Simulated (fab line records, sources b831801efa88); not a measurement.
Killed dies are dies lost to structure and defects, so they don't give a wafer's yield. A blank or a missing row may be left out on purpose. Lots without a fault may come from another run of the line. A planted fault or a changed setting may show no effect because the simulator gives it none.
Problem report in the 8D (eight disciplines) form, filled by code | flow gf180mcu | the parts of the form that need people (team, actions taken, sign-off) are left out

1. THE PROBLEM
overpolish_run_s at GF_V2_CMP_26 reads a mean of 0.042 s on 4 wafers of 3 lots; wafers without a fault read 15.000 s with a standard deviation of 0.0088. That is -99 or more standard deviations from the usual mean.
The step: polishes, stops on SiO2, t overpolish 15 s, target thk 0 nm.
First seen on wafer L818.6, day 24 05:43, on cmp-02. The record holds 38 wafers of 13 lots with a number at this step. Rule for "out", or "out of limits": more than 4 standard deviations from the usual mean. The other wafers with a number count as sound.

2. WHAT IT IS AND WHAT IT IS NOT
question                    | is                                   | is not
which readings at this step | overpolish_run_s, time_to_endpoint_s | motor_current_A
which lots                  | L818, L819, L821                     | L808, L809, L812, L813, L814, L817, L828, L829, L830, L831
which wafers of those lots  | L818.6, L819.5, L819.6, L821.6       | L818.1, L818.4, L819.2, L821.4
read on which tools         | cmp-02                               | cmp-01
when                        | from day 24 05:43                    | up to then (20 sound wafers); but 14 sound wafers of L819, L821, L828, L829, L830, L831 came after

3. SUSPECTS, AND WHAT RULES EACH OUT
Counting: a tool at a process step up to the reading stays a suspect if it ran every lot that is out. Sound lots after the first of them don't rule it out here, since some wafers of a struck lot are sound.
- cmp-02 at GF_V2_CMP_26 (polishes, stops on SiO2, t overpolish 15 s, target thk 0 nm): kept. It ran every lot that is out, first L818 (day 24 05:43); its last sound lot up to then is L817 (day 23 18:31). Its own readings are out on those wafers: overpolish_run_s, time_to_endpoint_s.
Left after counting: cmp-02 at GF_V2_CMP_26.

4. THE CAUSE (what the simulator had put in)
Process parameter drift: cmp-02, from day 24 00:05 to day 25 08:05, at GF_V2_CMP_26. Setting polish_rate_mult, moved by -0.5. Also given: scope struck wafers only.
Counting left only this tool.

5. THE CHAIN OF EFFECTS, in route order
Each row: a reading whose mean over the struck wafers that have a number lies more than 3 standard deviations from the usual. Only readings for which the record gives a usual standard deviation are gone through. hours: the time from each lot's start at the first step in this table that gives one to its start at this step, as a median over the lots. sigmas: the change in usual standard deviations.
hours | step                    | reading              | usual    | on struck wafers | change  | sigmas
0     | GF_V2_CMP_26            | overpolish_run_s     | 15.000 s | 0.042            | -14.958 | -99 or more
0     | GF_V2_CMP_26            | time_to_endpoint_s   | 84 s     | 129              | +45     | +14
188   | GF_PASSIVATION_PROBE_99 | defect_limited_yield | 90.2 %   | 0.0              | -90.2   | -64
188   | GF_PASSIVATION_PROBE_99 | killed_at_M0_to_M3   | 21       | 463              | +442    | +96
188   | GF_PASSIVATION_PROBE_99 | killed_dies          | 48       | 492              | +444    | +64
188   | GF_PASSIVATION_PROBE_99 | killed_on_rim        | 9.4      | 96.0             | +86.6   | +32
188   | GF_PASSIVATION_PROBE_99 | sort_bin_3_pad_short | 0.5 %    | 91.0             | +90.5   | +99 or more
188   | GF_PASSIVATION_PROBE_99 | sort_n_pass          | 444      | 0                | -444    | -64
188   | GF_PASSIVATION_PROBE_99 | sort_yield_pct       | 90.2 %   | 0.0              | -90.2   | -64
The process steps in it:
- GF_V2_CMP_26: polishes, stops on SiO2, t overpolish 15 s, target thk 0 nm.
- GF_PASSIVATION_PROBE_99

6. WHAT WOULD HAVE CAUGHT IT SOONER
In this record the first reading out of limits was taken at day 24 05:43, 6 hours after the fault began at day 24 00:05.
